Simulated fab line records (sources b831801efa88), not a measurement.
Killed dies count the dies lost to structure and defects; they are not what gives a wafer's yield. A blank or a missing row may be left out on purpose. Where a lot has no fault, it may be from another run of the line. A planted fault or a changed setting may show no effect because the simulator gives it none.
fab line records + flow sky130
record
- lots=6
- wafers=16
- last-day=50
route steps=708 shown SPACER@305 POLY_CUT@307 SD_P@320 PAD_OPEN@708
lots untouched by any fault: they come from a run of this same line in which no faults occurred
start-h: start of the lot's first displayed wafer, in hours after the record's first day + wait-h: how many hours have passed since the lot's step before this one + " same as the row above + L1.1+2: one row covering several wafers at once + - no value present, or no start provided + * or withheld: withheld + < > ~ a bound
route shown NAME@n: a module of which the file shows steps, and the number in the route of the first + usual: mean/standard deviation of fault-free wafers + same: alike in all rows + chamber/n: place in a boat + sites: per-site readings + _std_site: how widely they spread, as a standard deviation + _edge_site: mean of outer sites minus mean of inner sites + radius-mm: for every site, how far away it sits from the centre of the wafer + mask NAME#n: copy n + behind: the tool/chamber that last shaped the wafer + hold: the reason the lot was held/the length of the hold in hours/how it ended + device: transistor that didn't switch, given as n, p or np + end of line: tests of these same wafers at the route's end + for a step that has no rows: nothing shown but its recipe + killed: dies lost to structure and defects at the first sort, not the wafer's yield + map: a wafer's dies, x killed, . not, _ none there
set.NAME: the setting the step ran with; set.NAME@STEP: the setting that earlier step ran with + model.NAME: the simulator's own value behind a step, which no gauge read
lots at selected steps of the route; one table per step, one row per wafer
services: the hour from which a tool's chamber was out of use, counted from the record's first day as start-h (under 0 if before that day), plus the number of hours and why
## steps
# step SKY_SPACER_THK_MEAS_01
# recipe
- reads=Si3N4_of_SPACER_CVD_00
# usual
- SPACER_CVD_00_THK=43.1/0.52
| lot.wafer | tool          | chamber | start-h | wait-h | SPACER_CVD_00_THK[nm] |
|-----------|---------------|---------|---------|--------|-----------------------|
| L749.2    | film-metro-03 | -       | 540.86  | 0.0    | 43.3                  |
| L749.4    | "             | -       | "       | "      | 42.9                  |
| L749.5    | "             | -       | "       | "      | 42.9                  |
| L757.3    | film-metro-01 | -       | 602.61  | 0.0    | 43.3                  |
| L757.4    | "             | -       | "       | "      | 43.3                  |
| L758.2    | film-metro-01 | -       | 612.64  | 0.0    | 43.3                  |
| L758.3    | "             | -       | "       | "      | 43.6                  |
| L765.3    | film-metro-01 | -       | 664.71  | 0.0    | 42.9                  |
| L765.5    | "             | -       | "       | "      | 43.0                  |
| L765.6    | "             | -       | "       | "      | 42.8                  |
| L768.1    | film-metro-01 | -       | 687.07  | 0.0    | 42.4                  |
| L768.2    | "             | -       | "       | "      | 42.5                  |
| L768.6    | "             | -       | "       | "      | 42.7                  |
| L772.1    | film-metro-02 | -       | 715.57  | 0.0    | 43.2                  |
| L772.5    | "             | -       | "       | "      | 42.9                  |
| L772.6    | "             | -       | "       | "      | 43.0                  |
# step SKY_SPACER_ETCHBACK_02
# recipe
- chemistry=CH3F/O2
- target=Si3N4
- stop-on=SiO2
- source-w=400
- bias-w=80
- pressure-mtorr=25
- ch3f-flow-sccm=40
- O2_flow_sccm=30
- time-s=46.7
- target-depth-a=450
# usual
- drypump-motor-current-A=5.5/0.38
- oes-product-au=0.855/0.0071
- throttle-valve-pct=10.562/0.0085
| lot.wafer | tool        | chamber | start-h | wait-h | drypump-motor-current-A | oes-product-au | rf-hours-counter-h | throttle-valve-pct |
|-----------|-------------|---------|---------|--------|-------------------------|----------------|--------------------|--------------------|
| L749.2    | rie-diel-02 | 2       | 540.91  | 0.0    | 5.4                     | 0.851          | 24                 | 10.565             |
| L749.4    | "           | 1       | "       | "      | 5.6                     | 0.853          | 4                  | 10.565             |
| L749.5    | "           | 0       | "       | "      | 5.7                     | 0.845          | -                  | 10.563             |
| L757.3    | rie-diel-03 | 3       | 602.65  | 0.0    | 6.1                     | 0.857          | 37                 | 10.558             |
| L757.4    | "           | 1       | "       | "      | 5.4                     | 0.856          | 13                 | 10.571             |
| L758.2    | rie-diel-01 | 1       | 612.69  | 0.0    | 5.6                     | 0.863          | 14                 | 10.556             |
| L758.3    | "           | 3       | "       | "      | 5.4                     | 0.868          | 50                 | 10.553             |
| L765.3    | rie-diel-02 | 3       | 664.75  | 0.0    | 5.7                     | 0.858          | 11                 | 10.566             |
| L765.5    | "           | 1       | "       | "      | 5.6                     | 0.856          | -                  | 10.561             |
| L765.6    | "           | 2       | "       | "      | 5.4                     | 0.849          | -                  | 10.577             |
| L768.1    | rie-diel-01 | 3       | 687.13  | 0.1    | 5.4                     | 0.843          | 52                 | 10.575             |
| L768.2    | "           | 1       | "       | "      | 5.6                     | 0.847          | 15                 | 10.557             |
| L768.6    | "           | 0       | "       | "      | 5.8                     | 0.854          | -                  | 10.562             |
| L772.1    | rie-diel-03 | 1       | 715.63  | 0.1    | 5.4                     | 0.859          | 15                 | 10.557             |
| L772.5    | "           | 1       | "       | "      | 5.4                     | 0.857          | -                  | 10.561             |
| L772.6    | "           | 0       | "       | "      | 4.9                     | 0.855          | -                  | 10.580             |
# step SKY_POLY_CUT_DEHYDRATE_00
# recipe
- temp-c=200
- time-s=60
# step SKY_POLY_CUT_HMDS_01
# recipe
- prime-time-s=60
- prime-temp-c=120
# step SKY_POLY_CUT_COAT_02
# recipe
- resist=BARC
- temp-c=withheld
- time-s=withheld
- spin-rpm=3000
- resist-thk-nm=60
# step SKY_POLY_CUT_COAT_03
# recipe
- resist=KrF-thick
- spin-rpm=3000
- resist-thk-nm=450
# step SKY_POLY_CUT_SOFTBAKE_04
# recipe
- temp-c=100
- time-s=90
- resist=KrF-thick
# step SKY_POLY_CUT_EXPOSE_05
# recipe
- mask-id=NPCM
- na=0.8
- source-shape=annular
- sigma-inner=0.55
- sigma-outer=0.85
- target-cd-nm=270
- dose-mj=32
# step SKY_POLY_CUT_PEB_06
# recipe
- peb-temp-c=withheld
- peb-time-s=withheld
- resist=KrF-thick
# step SKY_POLY_CUT_DEVELOP_07
# recipe
- develop-time-s=60
- resist=KrF-thick
- dev-temp-c=21
# step SKY_POLY_CUT_CD_MEAS_08
# recipe
- target-cd-nm=270
# usual
- cd-nm=270.4/1.3
| lot.wafer | tool      | chamber | start-h | wait-h | cd-nm |
|-----------|-----------|---------|---------|--------|-------|
| L749.2    | cd-sem-01 | -       | 571.61  | -      | 269.6 |
| L749.4    | "         | -       | "       | "      | 268.6 |
| L749.5    | "         | -       | "       | "      | 269.9 |
| L757.3    | cd-sem-01 | -       | 631.51  | -      | 268.9 |
| L757.4    | "         | -       | "       | "      | 271.0 |
| L758.2    | cd-sem-02 | -       | 641.64  | -      | 270.3 |
| L758.3    | "         | -       | "       | "      | 270.7 |
| L765.3    | cd-sem-01 | -       | 692.59  | -      | 272.5 |
| L765.5    | "         | -       | "       | "      | 274.0 |
| L765.6    | "         | -       | "       | "      | 272.3 |
| L768.1    | cd-sem-01 | -       | 715.25  | -      | 270.8 |
| L768.2    | "         | -       | "       | "      | 269.9 |
| L768.6    | "         | -       | "       | "      | 269.3 |
| L772.1    | cd-sem-01 | -       | 743.67  | -      | 270.7 |
| L772.5    | "         | -       | "       | "      | 270.9 |
| L772.6    | "         | -       | "       | "      | 271.5 |
# step SKY_POLY_CUT_OVL_MEAS_09
# usual
- POLY_CUT_OVL=-5/5.7
| lot.wafer | tool       | chamber | start-h | wait-h | POLY_CUT_OVL[nm] |
|-----------|------------|---------|---------|--------|------------------|
| L749.2    | overlay-01 | -       | 571.72  | 0.1    | -4               |
| L749.4    | "          | -       | "       | "      | -7               |
| L749.5    | "          | -       | "       | "      | -1               |
| L757.3    | overlay-01 | -       | 631.61  | 0.1    | -17              |
| L757.4    | "          | -       | "       | "      | -2               |
| L758.2    | overlay-01 | -       | 641.75  | 0.1    | -10              |
| L758.3    | "          | -       | "       | "      | -1               |
| L765.3    | overlay-02 | -       | 692.69  | 0.1    | -2               |
| L765.5    | "          | -       | "       | "      | 0                |
| L765.6    | "          | -       | "       | "      | -5               |
| L768.1    | overlay-01 | -       | 715.37  | 0.1    | 4                |
| L768.2    | "          | -       | "       | "      | -11              |
| L768.6    | "          | -       | "       | "      | -10              |
| L772.1    | overlay-02 | -       | 743.79  | 0.1    | -1               |
| L772.5    | "          | -       | "       | "      | -5               |
| L772.6    | "          | -       | "       | "      | 1                |
# step SKY_POLY_CUT_ETCH_10
# recipe
- chemistry=N2/H2
- target=BARC
- ion-energy-ev=200
- source-w=500
- bias-w=100
- pressure-mtorr=30
- n2-flow-sccm=100
- h2-flow-sccm=200
- stop-on=SiO2
- time-s=45.9
- target-depth-a=600
# usual
- drypump-motor-current-A=5.65/0.29
- n2-flow-sccm=99.98/0.27
- oes-product-au=0.856/0.0047
- throttle-valve-pct=13.224/0.0092
| lot.wafer | tool        | chamber | start-h | wait-h | drypump-motor-current-A | n2-flow-sccm | oes-product-au | rf-hours-counter-h | throttle-valve-pct | model.KrF-thick_of_POLY_CUT_COAT_03.thk-nm |
|-----------|-------------|---------|---------|--------|-------------------------|--------------|----------------|--------------------|--------------------|--------------------------------------------|
| L749.2    | rie-diel-02 | 0       | 571.75  | 0.0    | 5.76                    | 100.15       | 0.850          | 7                  | 13.233             | 406.4                                      |
| L749.4    | "           | 2       | "       | "      | 5.42                    | 100.43       | 0.853          | 24                 | 13.222             | 407.8                                      |
| L749.5    | "           | 0       | "       | "      | 5.74                    | 100.19       | 0.848          | -                  | 13.232             | 407.5                                      |
| L757.3    | rie-diel-01 | 2       | 631.63  | 0.0    | 6.24                    | 100.11       | 0.848          | 11                 | 13.219             | 413.1                                      |
| L757.4    | "           | 1       | "       | "      | 5.56                    | 100.00       | 0.852          | 14                 | 13.229             | 407.6                                      |
| L758.2    | rie-diel-01 | 0       | 641.78  | 0.0    | 5.86                    | 99.55        | 0.847          | 13                 | 13.232             | 410.2                                      |
| L758.3    | "           | 2       | "       | "      | 6.23                    | 100.33       | 0.863          | 11                 | 13.220             | 414.9                                      |
| L765.3    | rie-diel-02 | 2       | 692.71  | 0.0    | 5.41                    | 99.59        | 0.868          | 26                 | 13.218             | 406.5                                      |
| L765.5    | "           | 1       | "       | "      | 5.64                    | 99.88        | 0.855          | -                  | 13.226             | 408.1                                      |
| L765.6    | "           | 2       | "       | "      | 5.42                    | 99.93        | 0.854          | -                  | 13.235             | 407.6                                      |
| L768.1    | rie-diel-01 | 2       | 715.41  | 0.0    | 6.24                    | 100.31       | 0.857          | 13                 | 13.218             | 407.5                                      |
| L768.2    | "           | 0       | "       | "      | 5.85                    | 99.84        | 0.855          | 15                 | 13.217             | 408                                        |
| L768.6    | "           | 1       | "       | "      | 5.53                    | 100.46       | 0.857          | -                  | 13.209             | 410                                        |
| L772.1    | rie-diel-01 | 1       | 743.83  | 0.0    | 5.59                    | 99.59        | 0.848          | 17                 | 13.224             | 408.6                                      |
| L772.5    | "           | 1       | "       | "      | 5.57                    | 99.74        | 0.851          | -                  | 13.199             | 408.4                                      |
| L772.6    | "           | 0       | "       | "      | 5.84                    | 99.82        | 0.852          | -                  | 13.224             | 411.1                                      |
# step SKY_POLY_CUT_ETCH_11
# recipe
- target=Si3N4
- chemistry=CF4/CH2F2/Ar
- stop-on=poly-Si
- source-w=600
- bias-w=150
- pressure-mtorr=40
- cf4-flow-sccm=40
- ch2f2-flow-sccm=20
- Ar_flow_sccm=150
- time-s=42.5
- target-depth-a=600
# usual
- cf4-flow-sccm=40.01/0.12
- ch2f2-flow-sccm=20.00/0.062
- drypump-motor-current-A=5.64/0.29
- oes-product-au=0.831/0.0067
- throttle-valve-pct=14.995/0.0091
| lot.wafer | tool        | chamber | start-h | wait-h | cf4-flow-sccm | ch2f2-flow-sccm | drypump-motor-current-A | oes-product-au | rf-hours-counter-h | throttle-valve-pct |
|-----------|-------------|---------|---------|--------|---------------|-----------------|-------------------------|----------------|--------------------|--------------------|
| L749.2    | rie-diel-02 | 0       | 571.79  | 0.0    | 39.86         | 20.07           | 5.75                    | 0.825          | 7                  | 14.996             |
| L749.4    | "           | 2       | "       | "      | 40.05         | 19.89           | 5.42                    | 0.828          | 24                 | 15.000             |
| L749.5    | "           | 0       | "       | "      | 40.18         | 19.95           | 5.74                    | 0.823          | -                  | 14.999             |
| L757.3    | rie-diel-01 | 2       | 631.67  | 0.0    | 40.14         | 20.00           | 6.22                    | 0.825          | 11                 | 14.988             |
| L757.4    | "           | 1       | "       | "      | 39.84         | 20.02           | 5.54                    | 0.833          | 14                 | 14.994             |
| L758.2    | rie-diel-01 | 0       | 641.82  | 0.0    | 40.03         | 19.96           | 5.84                    | 0.831          | 13                 | 15.008             |
| L758.3    | "           | 2       | "       | "      | 40.05         | 19.99           | 6.24                    | 0.821          | 11                 | 14.985             |
| L765.3    | rie-diel-02 | 2       | 692.75  | 0.0    | 40.02         | 19.99           | 5.44                    | 0.819          | 26                 | 14.984             |
| L765.5    | "           | 1       | "       | "      | 39.96         | 19.98           | 5.62                    | 0.828          | -                  | 15.001             |
| L765.6    | "           | 2       | "       | "      | 40.16         | 19.96           | 5.43                    | 0.833          | -                  | 14.968             |
| L768.1    | rie-diel-01 | 2       | 715.45  | 0.0    | 40.22         | 20.02           | 6.25                    | 0.833          | 13                 | 14.995             |
| L768.2    | "           | 0       | "       | "      | 39.95         | 20.04           | 5.83                    | 0.832          | 15                 | 14.994             |
| L768.6    | "           | 1       | "       | "      | 40.20         | 20.05           | 5.57                    | 0.837          | -                  | 14.989             |
| L772.1    | rie-diel-01 | 1       | 743.87  | 0.0    | 39.86         | 19.93           | 5.60                    | 0.834          | 17                 | 14.991             |
| L772.5    | "           | 1       | "       | "      | 39.91         | 20.01           | 5.60                    | 0.840          | -                  | 14.995             |
| L772.6    | "           | 0       | "       | "      | 39.91         | 19.97           | 5.81                    | 0.828          | -                  | 14.996             |
# step SKY_POLY_CUT_STRIP_12
# recipe
- chemistry=O2/N2
- power-w=1400
- pressure-mtorr=1500
- platen-temp-c=withheld
- o2-flow-sccm=3000
- n2-flow-sccm=300
- overash-fraction=0.5
# usual
- drypump-motor-current-A=5.7/0.36
- n2-flow-sccm=299.9/0.96
- oes-product-au=0.452/0.0044
- strip-time-to-endpoint-s=5.356/0.016
| lot.wafer | tool            | chamber | start-h | wait-h | drypump-motor-current-A | n2-flow-sccm | oes-product-au | rf-hours-counter-h | strip-time-to-endpoint-s |
|-----------|-----------------|---------|---------|--------|-------------------------|--------------|----------------|--------------------|--------------------------|
| L749.2    | plasma-asher-02 | 1       | 571.83  | 0.0    | 6.0                     | 299.1        | 0.452          | 14                 | 5.331                    |
| L749.4    | "               | 1       | "       | "      | 6.1                     | 300.4        | 0.449          | -                  | 5.332                    |
| L749.5    | "               | 0       | "       | "      | 5.7                     | 298.7        | 0.456          | -                  | 5.350                    |
| L757.3    | plasma-asher-01 | 1       | 631.75  | 0.1    | 5.7                     | 299.7        | 0.452          | -                  | 5.410                    |
| L757.4    | "               | 0       | "       | "      | 5.2                     | 301.2        | 0.461          | -                  | 5.361                    |
| L758.2    | plasma-asher-04 | 1       | 641.86  | 0.0    | 5.2                     | 299.9        | 0.461          | 94                 | 5.383                    |
| L758.3    | "               | 0       | "       | "      | 6.3                     | 299.4        | 0.452          | -                  | 5.424                    |
| L765.3    | plasma-asher-02 | 1       | 692.83  | 0.1    | 6.1                     | 298.9        | 0.445          | -                  | 5.356                    |
| L765.5    | "               | 1       | "       | "      | 6.1                     | 299.3        | 0.460          | -                  | 5.356                    |
| L765.6    | "               | 0       | "       | "      | 5.7                     | 299.0        | 0.448          | -                  | 5.361                    |
| L768.1    | plasma-asher-01 | 1       | 715.49  | 0.0    | 5.7                     | 299.4        | 0.453          | 60                 | 5.352                    |
| L768.2    | "               | 0       | "       | "      | 5.2                     | 300.2        | 0.462          | 60                 | 5.354                    |
| L768.6    | "               | 0       | "       | "      | 5.2                     | 300.2        | 0.457          | -                  | 5.385                    |
| L772.1    | plasma-asher-01 | 1       | 743.91  | 0.0    | 5.6                     | 298.4        | 0.455          | 63                 | 5.361                    |
| L772.5    | "               | 0       | "       | "      | 5.2                     | 301.7        | 0.451          | -                  | 5.357                    |
| L772.6    | "               | 1       | "       | "      | 5.6                     | 300.7        | 0.449          | -                  | 5.377                    |
# step SKY_SD_P_DEHYDRATE_00
# recipe
- temp-c=200
- time-s=60
# step SKY_PAD_OPEN_PROBE_99
# usual
- killed_at_M0_to_M3=43/6.7
- killed_at_M4_up=3.2/2.1
- killed-at-contacts=25/5.9
- killed-at-front-end=16/4.7
- killed-at-other=0.3/0.54
- killed-dies=87/9.8
- killed-open=47/6.7
- killed-short=40/6.5
# same
- gross-dies=492
- killed-at-back-side=0
| lot.wafer | tool      | chamber | start-h | wait-h | killed_at_M0_to_M3 | killed_at_M4_up | killed-at-contacts | killed-at-front-end | killed-at-other | killed-dies | killed-open | killed-short |
|-----------|-----------|---------|---------|--------|--------------------|-----------------|--------------------|---------------------|-----------------|-------------|-------------|--------------|
| L768.1    | prober-01 | -       | 1184.74 | 0.1    | 36                 | 7               | 35                 | 14                  | 0               | 92          | 51          | 41           |
| L768.2    | prober-01 | -       | 1184.79 | 0.1    | 44                 | 0               | 26                 | 16                  | 0               | 86          | 51          | 35           |
| L768.6    | prober-01 | -       | 1184.99 | 0.2    | 46                 | 5               | 34                 | 21                  | 0               | 106         | 63          | 43           |
# killed by level:class
L768.1 CONTACT:geometric-particle:open=10 LI_CONTACT:geometric-particle:open=9 LOCAL_INTERCONNECT:geometric-particle:short=9 VIA1:geometric-particle:open=8 VIA2:geometric-particle:open=7 METAL4:geometric-particle:short=7 FIELD_ISO:geometric-particle:short=5 VIA3:geometric-particle:open=5
L768.2 LI_CONTACT:geometric-particle:open=13 VIA3:geometric-particle:open=9 VIA1:geometric-particle:open=8 VIA2:geometric-particle:open=7 FIELD_ISO:geometric-particle:short=6 VIA1:geometric-particle:short=6 CONTACT:geometric-particle:open=6 FIELD_ISO:geometric-particle:open=5
L768.6 VIA2:geometric-particle:open=13 LI_CONTACT:geometric-particle:open=11 CONTACT:geometric-particle:open=11 POLY_GATE:geometric-particle:short=9 CONTACT:geometric-particle:short=9 VIA3:geometric-particle:open=6 METAL1:geometric-particle:open=5 VIA1:geometric-particle:open=5
## services
| tool            | chamber | start-h | hours | kind           |
|-----------------|---------|---------|-------|----------------|
| rie-diel-03     | 3       | 522.60  | 7.5   | repair         |
| rie-diel-03     | -       | 528.23  | 1.0   | repair         |
| plasma-asher-01 | -       | 545.84  | 2.5   | repair         |
| rie-diel-01     | 1       | 584.99  | 3.8   | repair         |
| rie-diel-02     | 3       | 611.09  | 8.0   | repair         |
| plasma-asher-01 | -       | 622.72  | 1.8   | repair         |
| rie-diel-03     | 3       | 626.32  | 4.0   | repair         |
| rie-diel-03     | 0       | 630.35  | -     | clean          |
| rie-diel-03     | 0       | 630.35  | 17.9  | scheduled-down |
| rie-diel-03     | 0       | 630.35  | 17.9  | vent-cycle     |
| plasma-asher-04 | -       | 659.00  | 1.8   | repair         |
| rie-diel-02     | 2       | 676.58  | 5.3   | repair         |
| rie-diel-01     | 0       | 678.41  | 5.6   | repair         |
| rie-diel-03     | 1       | 678.92  | 20.7  | repair         |
| rie-diel-02     | -       | 682.94  | 0.3   | repair         |
| plasma-asher-04 | -       | 683.71  | 37.8  | repair         |
| rie-diel-02     | 0       | 684.18  | 5.1   | repair         |
| rie-diel-01     | 2       | 687.01  | 23.9  | repair         |
| rie-diel-02     | 0       | 689.32  | 5.4   | repair         |
| rie-diel-01     | 3       | 712.49  | -     | clean          |
| rie-diel-01     | 3       | 712.49  | 11.9  | scheduled-down |
| rie-diel-01     | 3       | 712.49  | 11.9  | vent-cycle     |
| plasma-asher-04 | -       | 733.75  | 9.0   | pm             |
| plasma-asher-04 | 0       | 733.75  | 9.0   | vent-cycle     |
## key
first-sign
- step=SKY_POLY_CUT_STRIP_12
- reading=strip-time-to-endpoint-s
- direction=up
- sigmas=3.8
- usual=*
- struck=*
effect none on later readings
model-effect
- step=SKY_POLY_CUT_ETCH_10
- value=KrF-thick_of_POLY_CUT_COAT_03.thk-nm
- without=408.1
- struck=414
met-at SKY_POLY_CUT_ETCH_10
struck-wafers L757.3,L758.3
tester-left-out L757,L758
fault
- kind=process-parameter-drift
- tool=rie-diel-01
- chamber=-
- onset-h=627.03
- steps=SKY_POLY_CUT_ETCH_10
- channel=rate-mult
- offset=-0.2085
- shape=step
- end-h=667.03
- scope=struck-wafers-only
# tester-left-out: of these lots the tester's yield and bins aren't shown, on N5 and GAA mostly nor the transistor test; their killed dies are dies lost to structure and defects alone, not to doping, threshold or leakage, so they don't give the yield
